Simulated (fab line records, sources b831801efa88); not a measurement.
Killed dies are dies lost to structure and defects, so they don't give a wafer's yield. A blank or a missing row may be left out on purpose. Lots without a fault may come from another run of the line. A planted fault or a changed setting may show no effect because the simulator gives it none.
One fault seen from 2 desks | flow gf180mcu | each desk has only its own numbers; what lay behind them comes last

THE TOOL OWNER'S DESK: litho_track-03
The tool's own readings at GF_DUAL_GATE_DEVELOP_10 (develop time 60 s): means of the sampled wafers that have a number, for each lot that ran on this tool. A lot is out of limits, marked OUT, if its mean lies more than 4 standard deviations from the usual mean; the brackets give that distance.
Columns: A = chill_plate_temp_C at GF_DUAL_GATE_DEVELOP_10, usual 23.00 C
lot  | first seen here | A
L688 | day 8 07:09     | 22.98
L690 | day 8 22:18     | 23.09
L697 | day 11 00:35    | 23.05
This desk's finding: nothing out of limits on any of the 3 lots.

THE METROLOGY DESK
What the gauges read, lot by lot, whatever tool the lot ran on: means of the sampled wafers that have a number. A lot is out of limits, marked OUT, if its mean lies more than 4 standard deviations from the usual mean; the brackets give that distance.
Columns: A = HV_LDD_3_TW at GF_HV_LDD_TW_MEAS_38, usual 1429
lot  | first seen here | A
L688 | day 11 12:06    | 1447
L689 | day 11 23:18    | 1447
L690 | day 12 05:00    | 1392
L691 | day 12 11:52    | 1447
L693 | day 13 05:34    | 1401
L694 | day 13 10:24    | 1449
L696 | day 14 04:33    | 1419
L697 | day 14 14:54    | 1442
L706 | day 17 11:48    | 1450
L707 | day 17 20:43    | 1410
L708 | day 18 01:18    | 1449
L711 | day 19 08:48    | 1412
This desk's finding: nothing out of limits on any of the 12 lots.

PUT TOGETHER
The tool owner's desk saw nothing out of limits.
The metrology desk saw nothing out of limits.

WHAT THE SIMULATOR HAD PUT IN
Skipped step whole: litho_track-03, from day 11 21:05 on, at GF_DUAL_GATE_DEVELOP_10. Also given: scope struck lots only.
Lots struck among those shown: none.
